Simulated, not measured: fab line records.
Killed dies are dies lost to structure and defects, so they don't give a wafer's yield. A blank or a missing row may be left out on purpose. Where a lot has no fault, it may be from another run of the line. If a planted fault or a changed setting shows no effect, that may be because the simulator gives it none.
fab line records | flow sky130
record: lots: 11 | wafers: 33 | last_day: 50
route steps=708 shown VIA1@480 METAL2@499 VIA2@507 PAD_OPEN@708
lots untouched by any fault: they come from a run of this same line in which no faults occurred
start_h: hours from the record's first day to the start of the lot's first wafer shown | wait_h: hours from the lot's prior step to this one | " unchanged from the row above | L1.1+2: several wafers, shown together as one row | - no value, or no start was given | * or withheld: withheld | < > ~ a bound
route shown NAME@n: a module of which the file shows steps, and the number in the route of the first | usual: mean and standard deviation over wafers with no fault | same: alike in all rows | chamber/n: place in a boat | sites: the reading at each site | _std_site: the standard deviation of these | _edge_site: outer sites' mean less inner sites' | radius_mm: how far each site lies from the wafer's centre | mask NAME#n: copy n | behind: the tool/chamber that last shaped the wafer | hold: the reason the lot was held/the length of the hold in hours/how it ended | device: transistor that didn't switch, given as n, p or np | end of line: the same wafers' tests at the end of the route | for a step that has no rows: nothing shown but its recipe | killed: not the wafer's yield, but the dies lost to structure and defects at the first sort | map: shows each die of a wafer: x if killed, . if not, _ if none is there
set.NAME: the run value of the setting; set.NAME@STEP: its run value at that earlier step | model.NAME: the simulator's own value behind a step, which no gauge read
route steps across a sampled set of lots; one table per step, one row per wafer
services: the hour from which a tool's chamber was out of use, counted from the record's first day as start_h (under 0 if before that day), plus the number of hours and why
== steps ==
step: SKY_VIA1_RS_MEAS_22
recipe: thk_meas_gauge: four-point-probe | reads: W_of_VIA1_CVD_21+TiN_of_VIA1_SPUTTER_20
usual: VIA1_W_RS: 0.422/0.0058
lot.wafer | tool          | chamber | start_h | wait_h | VIA1_W_RS[ohm/sq]
L742.4    | film_metro-01 | -       | 799.44  | 0.1    | 0.412
L742.5    | "             | -       | "       | "      | 0.423
L742.6    | "             | -       | "       | "      | 0.415
L746.1    | film_metro-04 | -       | 820.11  | 0.1    | 0.432
L746.2    | "             | -       | "       | "      | 0.420
L746.4    | "             | -       | "       | "      | 0.429
L748.3    | film_metro-01 | -       | 831.47  | 0.1    | 0.419
L748.4    | "             | -       | "       | "      | 0.425
L748.5    | "             | -       | "       | "      | 0.418
L753.1    | film_metro-01 | -       | 872.47  | 0.1    | 0.418
L753.2    | "             | -       | "       | "      | 0.423
L753.6    | "             | -       | "       | "      | 0.423
L754.1    | film_metro-01 | -       | 877.20  | 0.1    | 0.417
L754.3    | "             | -       | "       | "      | 0.412
L754.5    | "             | -       | "       | "      | 0.415
L758.1    | film_metro-01 | -       | 920.11  | 0.2    | 0.434
L758.5    | "             | -       | "       | "      | 0.429
L758.6    | "             | -       | "       | "      | 0.428
L761.1    | film_metro-02 | -       | 931.64  | 0.2    | 0.420
L761.4    | "             | -       | "       | "      | 0.429
L761.5    | "             | -       | "       | "      | 0.419
L762.1    | film_metro-04 | -       | 934.72  | 0.1    | 0.420
L762.4    | "             | -       | "       | "      | 0.423
L762.6    | "             | -       | "       | "      | 0.432
L763.1    | film_metro-04 | -       | 961.71  | 0.1    | 0.412
L763.4    | "             | -       | "       | "      | 0.413
L763.5    | "             | -       | "       | "      | 0.422
L765.1    | film_metro-02 | -       | 962.27  | 0.1    | 0.423
L765.3    | "             | -       | "       | "      | 0.423
L765.5    | "             | -       | "       | "      | 0.421
L764.3    | film_metro-02 | -       | 969.21  | 0.1    | 0.417
L764.4    | "             | -       | "       | "      | 0.431
L764.5    | "             | -       | "       | "      | 0.420
step: SKY_METAL2_OVL_MEAS_16
usual: METAL2_OVL: 2/4.9
lot.wafer | tool       | chamber | start_h | wait_h | METAL2_OVL[nm]
L742.4    | overlay-01 | -       | 826.04  | 0.1    | -9
L742.5    | "          | -       | "       | "      | -8
L742.6    | "          | -       | "       | "      | -4
L746.1    | overlay-01 | -       | 846.47  | 0.1    | 5
L746.2    | "          | -       | "       | "      | -7
L746.4    | "          | -       | "       | "      | 4
L748.3    | overlay-02 | -       | 858.25  | 0.1    | -4
L748.4    | "          | -       | "       | "      | 6
L748.5    | "          | -       | "       | "      | -1
L753.1    | overlay-02 | -       | 898.04  | 0.1    | 3
L753.2    | "          | -       | "       | "      | 3
L753.6    | "          | -       | "       | "      | 6
L754.1    | overlay-01 | -       | 903.26  | 0.1    | 9
L754.3    | "          | -       | "       | "      | 7
L754.5    | "          | -       | "       | "      | 7
L758.1    | overlay-01 | -       | 945.11  | 0.1    | 0
L758.5    | "          | -       | "       | "      | -3
L758.6    | "          | -       | "       | "      | -3
L761.1    | overlay-01 | -       | 956.64  | 0.1    | -4
L761.4    | "          | -       | "       | "      | 0
L761.5    | "          | -       | "       | "      | -3
L762.1    | overlay-01 | -       | 960.17  | 0.1    | 9
L762.4    | "          | -       | "       | "      | 5
L762.6    | "          | -       | "       | "      | 8
L763.1    | overlay-01 | -       | 986.23  | 0.1    | 4
L763.4    | "          | -       | "       | "      | 2
L763.5    | "          | -       | "       | "      | 3
L765.1    | overlay-02 | -       | 986.72  | 0.1    | -4
L765.3    | "          | -       | "       | "      | 0
L765.5    | "          | -       | "       | "      | -1
L764.3    | overlay-01 | -       | 993.70  | 0.1    | 3
L764.4    | "          | -       | "       | "      | -4
L764.5    | "          | -       | "       | "      | 3
step: SKY_METAL2_STRIP_20
recipe: chemistry: O2/N2 | power_w: 1400 | pressure_mtorr: 1500 | platen_temp_c: withheld | o2_flow_sccm: 3000 | n2_flow_sccm: 300 | overash_fraction: 0.5
usual: drypump_motor_current_A: 5.9/0.52 | oes_product_au: 0.343/0.0049 | strip_time_to_endpoint_s: 2.69/0.03
lot.wafer | tool            | chamber | start_h | wait_h | drypump_motor_current_A | oes_product_au | rf_hours_counter_h | strip_time_to_endpoint_s
L742.4    | plasma_asher-02 | 0       | 826.27  | 0.1    | 5.4                     | 0.347          | -                  | 2.69
L742.5    | "               | 0       | "       | "      | 5.5                     | 0.343          | -                  | 2.70
L742.6    | "               | 1       | "       | "      | 6.5                     | 0.341          | -                  | 2.70
L746.1    | plasma_asher-03 | 1       | 846.69  | 0.1    | 6.5                     | 0.339          | 93                 | 2.66
L746.2    | "               | 0       | "       | "      | 5.5                     | 0.339          | 93                 | 2.72
L746.4    | "               | 0       | "       | "      | 5.5                     | 0.334          | -                  | 2.70
L748.3    | plasma_asher-04 | 0       | 858.49  | 0.1    | 6.2                     | 0.340          | -                  | 2.65
L748.4    | "               | 1       | "       | "      | 5.1                     | 0.341          | -                  | 2.69
L748.5    | "               | 1       | "       | "      | 5.2                     | 0.346          | -                  | 2.67
L753.1    | plasma_asher-04 | 1       | 898.26  | 0.1    | 5.1                     | 0.337          | 46                 | 2.66
L753.2    | "               | 0       | "       | "      | 6.1                     | 0.342          | 46                 | 2.69
L753.6    | "               | 1       | "       | "      | 5.1                     | 0.341          | -                  | 2.69
L754.1    | plasma_asher-03 | 0       | 903.48  | 0.1    | 5.5                     | 0.349          | 99                 | 2.69
L754.3    | "               | 0       | "       | "      | 5.5                     | 0.344          | -                  | 2.70
L754.5    | "               | 1       | "       | "      | 6.5                     | 0.334          | -                  | 2.67
L758.1    | plasma_asher-03 | 1       | 945.33  | 0.1    | 6.5                     | 0.348          | 104                | 2.75
L758.5    | "               | 1       | "       | "      | 6.5                     | 0.342          | -                  | 2.68
L758.6    | "               | 0       | "       | "      | 5.5                     | 0.345          | -                  | 2.74
L761.1    | plasma_asher-02 | 0       | 956.86  | 0.1    | 5.4                     | 0.346          | 19                 | 2.72
L761.4    | "               | 0       | "       | "      | 5.4                     | 0.352          | -                  | 2.73
L761.5    | "               | 0       | "       | "      | 5.5                     | 0.354          | -                  | 2.71
L762.1    | plasma_asher-04 | 1       | 960.39  | 0.1    | 5.2                     | 0.342          | 53                 | 2.70
L762.4    | "               | 0       | "       | "      | 6.2                     | 0.338          | -                  | 2.71
L762.6    | "               | 0       | "       | "      | 6.1                     | 0.343          | -                  | 2.73
L763.1    | plasma_asher-02 | 0       | 986.45  | 0.1    | 5.4                     | 0.341          | 23                 | 2.70
L763.4    | "               | 1       | "       | "      | 6.5                     | 0.338          | -                  | 2.71
L763.5    | "               | 0       | "       | "      | 5.4                     | 0.348          | -                  | 2.67
L765.1    | plasma_asher-02 | 1       | 986.94  | 0.1    | 6.5                     | 0.346          | 23                 | 2.70
L765.3    | "               | 1       | "       | "      | 6.5                     | 0.336          | -                  | 2.69
L765.5    | "               | 0       | "       | "      | 5.4                     | 0.344          | -                  | 2.71
L764.3    | plasma_asher-04 | 1       | 993.94  | 0.1    | 5.2                     | 0.346          | -                  | 2.73
L764.4    | "               | 0       | "       | "      | 6.2                     | 0.348          | -                  | 2.71
L764.5    | "               | 1       | "       | "      | 5.1                     | 0.340          | -                  | 2.74
step: SKY_VIA2_HDPCVD_00
recipe: material: SiO2 | target_thk_nm: 1180 | sigma_open_frac: 0.3 | time_s: 192.2 | temp_c: 400 | sih4_flow_sccm: 60 | pressure_mtorr: 6
usual: pressure_mtorr: 6.000/0.011 | sih4_flow_sccm: 59.98/0.19
lot.wafer | tool      | chamber | start_h | wait_h | pressure_mtorr | sih4_flow_sccm
L742.4    | hdpcvd-02 | 1       | 826.90  | 0.1    | 5.994          | 59.97
L742.5    | "         | 2       | "       | "      | 5.990          | 59.98
L742.6    | "         | 0       | "       | "      | 6.007          | 60.01
L746.1    | hdpcvd-01 | 1       | 847.28  | 0.0    | 5.996          | 59.97
L746.2    | "         | 2       | "       | "      | 6.001          | 59.72
L746.4    | "         | 0       | "       | "      | 6.011          | 60.13
L748.3    | hdpcvd-01 | 1       | 859.05  | 0.0    | 5.990          | 59.99
L748.4    | "         | 2       | "       | "      | 5.982          | 59.77
L748.5    | "         | 0       | "       | "      | 6.015          | 59.76
L753.1    | hdpcvd-01 | 0       | 898.86  | 0.0    | 5.998          | 59.94
L753.2    | "         | 2       | "       | "      | 5.997          | 89.94
L753.6    | "         | 0       | "       | "      | 5.994          | 60.32
L754.1    | hdpcvd-01 | 0       | 904.07  | 0.0    | 5.973          | 59.88
L754.3    | "         | 2       | "       | "      | 5.991          | 90.15
L754.5    | "         | 1       | "       | "      | 5.996          | 60.37
L758.1    | hdpcvd-02 | 0       | 945.92  | 0.0    | 5.986          | 60.30
L758.5    | "         | 0       | "       | "      | 6.012          | 60.23
L758.6    | "         | 1       | "       | "      | 5.995          | 59.98
L761.1    | hdpcvd-02 | 2       | 957.82  | 0.0    | 6.005          | 59.82
L761.4    | "         | 1       | "       | "      | 5.995          | 60.17
L761.5    | "         | 2       | "       | "      | 6.002          | 59.79
L762.1    | hdpcvd-02 | 2       | 961.57  | 0.0    | 6.000          | 59.87
L762.4    | "         | 2       | "       | "      | 6.002          | 60.08
L762.6    | "         | 1       | "       | "      | 6.014          | 59.93
L763.1    | hdpcvd-01 | 2       | 987.07  | 0.0    | 5.998          | 59.66
L763.4    | "         | 2       | "       | "      | 5.994          | 59.74
L763.5    | "         | 1       | "       | "      | 6.001          | 60.20
L765.1    | hdpcvd-01 | 2       | 987.57  | 0.0    | 6.003          | 59.77
L765.3    | "         | 1       | "       | "      | 6.004          | 60.01
L765.5    | "         | 1       | "       | "      | 6.009          | 60.06
L764.3    | hdpcvd-01 | 0       | 994.53  | 0.0    | 5.973          | 60.24
L764.4    | "         | 2       | "       | "      | 5.984          | 60.22
L764.5    | "         | 0       | "       | "      | 5.998          | 60.09
step: SKY_VIA2_THK_MEAS_01
recipe: reads: SiO2_of_VIA2_HDPCVD_00
usual: VIA2_HDPCVD_THK: 1152/9.3
lot.wafer | tool          | chamber | start_h | wait_h | VIA2_HDPCVD_THK[nm]
L742.4    | film_metro-02 | -       | 826.99  | 0.0    | 1149
L742.5    | "             | -       | "       | "      | 1156
L742.6    | "             | -       | "       | "      | 1153
L746.1    | film_metro-03 | -       | 847.41  | 0.1    | 1156
L746.2    | "             | -       | "       | "      | 1150
L746.4    | "             | -       | "       | "      | 1160
L748.3    | film_metro-03 | -       | 859.20  | 0.1    | 1167
L748.4    | "             | -       | "       | "      | 1153
L748.5    | "             | -       | "       | "      | 1159
L753.1    | film_metro-01 | -       | 898.99  | 0.1    | 1143
L753.2    | "             | -       | "       | "      | 1719
L753.6    | "             | -       | "       | "      | 1159
L754.1    | film_metro-02 | -       | 904.21  | 0.1    | 1165
L754.3    | "             | -       | "       | "      | 1737
L754.5    | "             | -       | "       | "      | 1157
L758.1    | film_metro-01 | -       | 946.04  | 0.1    | 1150
L758.5    | "             | -       | "       | "      | 1141
L758.6    | "             | -       | "       | "      | 1156
L761.1    | film_metro-02 | -       | 957.95  | 0.1    | 1133
L761.4    | "             | -       | "       | "      | 1139
L761.5    | "             | -       | "       | "      | 1138
L762.1    | film_metro-03 | -       | 961.70  | 0.1    | 1149
L762.4    | "             | -       | "       | "      | 1151
L762.6    | "             | -       | "       | "      | 1161
L763.1    | film_metro-02 | -       | 987.20  | 0.1    | 1156
L763.4    | "             | -       | "       | "      | 1152
L763.5    | "             | -       | "       | "      | 1158
L765.1    | film_metro-03 | -       | 987.69  | 0.1    | 1141
L765.3    | "             | -       | "       | "      | 1157
L765.5    | "             | -       | "       | "      | 1139
L764.3    | film_metro-02 | -       | 994.68  | 0.1    | 1143
L764.4    | "             | -       | "       | "      | 1156
L764.5    | "             | -       | "       | "      | 1147
step: SKY_PAD_OPEN_PROBE_99
usual: defect_limited_yield: 82.5/1.8 | killed_at_M0_to_M3: 43/5.9 | killed_at_M4_up: 3.3/1.9 | killed_at_contacts: 24/5.6 | killed_at_front_end: 15/4.1 | killed_at_other: 0.4/0.66 | killed_dies: 86/9 | killed_on_rim: 17/3.7 | killed_open: 47/6.9 | killed_short: 39/6.2 | sort_bin_3_pad_short: 0.9/0.45 | sort_bin_5_function: 10.3/1.4 | sort_bin_6_memory: 6.3/1.2 | sort_n_pass: 406/9 | sort_yield_pct: 82.5/1.8
same: gross_dies: 492 | killed_at_back_side: 0 | sort_bin_4_leakage[%]: 0 | sort_bin_8_speed[%]: 0
lot.wafer | tool      | chamber | start_h | wait_h | defect_limited_yield[%] | killed_at_M0_to_M3 | killed_at_M4_up | killed_at_contacts | killed_at_front_end | killed_at_other | killed_dies | killed_on_rim | killed_open | killed_short | sort_bin_3_pad_short[%] | sort_bin_5_function[%] | sort_bin_6_memory[%] | sort_n_pass | sort_yield_pct[%]
L758.1    | prober-01 | -       | 1167.87 | 0.1    | 81.5                    | 45                 | 2               | 28                 | 15                  | 1               | 91          | 17            | 55          | 36           | 0.6                     | 11.8                   | 6.1                  | 401         | 81.5
L758.6    | prober-01 | -       | 1168.12 | 0.2    | 80.7                    | 42                 | 3               | 41                 | 9                   | 0               | 95          | 22            | 45          | 49           | 1.6                     | 11.0                   | 6.7                  | 397         | 80.7
L762.1    | prober-01 | -       | 1183.57 | 0.1    | 79.9                    | 55                 | 3               | 31                 | 10                  | 0               | 99          | 22            | 55          | 44           | 0.4                     | 12.2                   | 7.5                  | 393         | 79.9
L762.4    | prober-01 | -       | 1183.72 | 0.2    | 83.9                    | 35                 | 3               | 25                 | 16                  | 0               | 79          | 16            | 45          | 34           | 1.6                     | 9.3                    | 5.1                  | 413         | 83.9
L762.6    | prober-01 | -       | 1183.82 | 0.2    | 82.9                    | 50                 | 2               | 18                 | 14                  | 0               | 84          | 17            | 46          | 38           | 0.8                     | 10.8                   | 5.5                  | 408         | 82.9
L763.1    | prober-02 | -       | 1199.21 | 0.1    | 84.3                    | 38                 | 3               | 23                 | 13                  | 0               | 77          | 14            | 51          | 26           | 0.4                     | 8.5                    | 6.7                  | 415         | 84.3
L763.4    | prober-02 | -       | 1199.36 | 0.2    | 80.5                    | 48                 | 3               | 28                 | 17                  | 0               | 96          | 14            | 52          | 43           | 0.8                     | 10.8                   | 7.9                  | 396         | 80.5
L763.5    | prober-02 | -       | 1199.41 | 0.2    | 79.5                    | 51                 | 0               | 30                 | 20                  | 0               | 101         | 20            | 67          | 34           | 0.6                     | 12.6                   | 7.3                  | 391         | 79.5
killed by level:class
L758.1 VIA1:geometric_particle:open=14 CONTACT:geometric_particle:open=11 POLY_GATE:geometric_particle:open=8 LI_CONTACT:geometric_particle:open=8 METAL1:geometric_particle:short=7 CONTACT:geometric_particle:short=6 VIA3:geometric_particle:open=6 VIA1:geometric_particle:short=4
L758.6 CONTACT:geometric_particle:short=10 CONTACT:geometric_particle:open=10 VIA1:geometric_particle:open=10 LI_CONTACT:geometric_particle:open=9 VIA2:geometric_particle:open=9 LOCAL_INTERCONNECT:geometric_particle:short=8 VIA1:geometric_particle:short=6 METAL2:geometric_particle:short=5
L762.1 VIA1:geometric_particle:open=15 LI_CONTACT:geometric_particle:open=9 CONTACT:geometric_particle:short=9 VIA3:geometric_particle:open=7 METAL1:geometric_particle:short=6 METAL2:geometric_particle:short=6 CONTACT:geometric_particle:open=5 VIA2:geometric_particle:open=5
L762.4 CONTACT:geometric_particle:open=13 VIA1:geometric_particle:open=10 VIA1:geometric_particle:short=7 VIA2:geometric_particle:open=7 FIELD_ISO:geometric_particle:short=5 LOCAL_INTERCONNECT:geometric_particle:short=5 FIELD_ISO:geometric_particle:open=4 LI_CONTACT:geometric_particle:open=4
L762.6 VIA1:geometric_particle:open=12 VIA3:geometric_particle:open=9 CONTACT:geometric_particle:open=7 METAL2:geometric_particle:short=7 VIA1:geometric_particle:short=7 FIELD_ISO:geometric_particle:short=5 VIA2:geometric_particle:open=5 METAL1:geometric_particle:short=5
L763.1 CONTACT:geometric_particle:open=16 FIELD_ISO:geometric_particle:open=7 METAL1:geometric_particle:short=7 VIA1:geometric_particle:open=6 VIA2:geometric_particle:open=6 POLY_GATE:geometric_particle:open=5 METAL2:geometric_particle:short=5 LI_CONTACT:geometric_particle:open=4
L763.4 CONTACT:geometric_particle:open=11 FIELD_ISO:geometric_particle:short=10 VIA1:geometric_particle:open=9 LOCAL_INTERCONNECT:geometric_particle:short=8 VIA2:geometric_particle:open=8 VIA3:geometric_particle:open=8 METAL2:geometric_particle:short=7 VIA1:geometric_particle:short=5
L763.5 VIA1:geometric_particle:open=16 LI_CONTACT:geometric_particle:open=11 VIA3:geometric_particle:open=11 CONTACT:geometric_particle:open=9 FIELD_ISO:geometric_particle:open=6 METAL3:geometric_particle:short=6 CONTACT:geometric_particle:short=5 VIA2:geometric_particle:open=5
== services ==
tool            | chamber | start_h | hours | kind
hdpcvd-01       | 2       | 820.53  | 5.9   | repair
hdpcvd-01       | -       | 843.19  | 2.8   | pm
hdpcvd-02       | 2       | 892.88  | 6.6   | repair
plasma_asher-02 | -       | 896.95  | 15.6  | pm
hdpcvd-02       | -       | 915.02  | 0.8   | repair
hdpcvd-01       | -       | 950.25  | 15.0  | pm
hdpcvd-01       | 0       | 950.25  | 15.0  | vent_cycle
hdpcvd-01       | 1       | 950.25  | 15.0  | vent_cycle
hdpcvd-01       | 2       | 950.25  | 15.0  | vent_cycle
hdpcvd-01       | 0       | 965.25  | -     | clean
hdpcvd-01       | 1       | 965.25  | -     | clean
hdpcvd-01       | 2       | 965.25  | -     | clean
hdpcvd-02       | -       | 965.25  | 14.6  | pm
plasma_asher-03 | -       | 983.04  | 53.2  | repair
== key ==
first_sign: step: SKY_VIA2_HDPCVD_00 | reading: sih4_flow_sccm | direction: up | sigmas: 99+ | usual: 59.98 | struck: 90.05
effect: step: SKY_VIA2_THK_MEAS_01 | reading: VIA2_HDPCVD_THK | direction: up | sigmas: 62 | usual: 1152 | struck: 1728
met_at SKY_VIA2_HDPCVD_00
struck_lots L753,L754
struck_wafers L753.2,L754.3
not_acting_at SKY_VIA1_RS_MEAS_22,SKY_METAL2_OVL_MEAS_16,SKY_METAL2_STRIP_20
onset_between 859.05 898.86
fault: kind: process_parameter_drift | tool: hdpcvd-01 | chamber: 2 | onset_h: 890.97 | steps: SKY_VIA2_HDPCVD_00 | channel: sih4_flow_sccm | offset: 30 | shape: step | end_h: 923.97 | acts_in: these_recipes_only | stated: 60
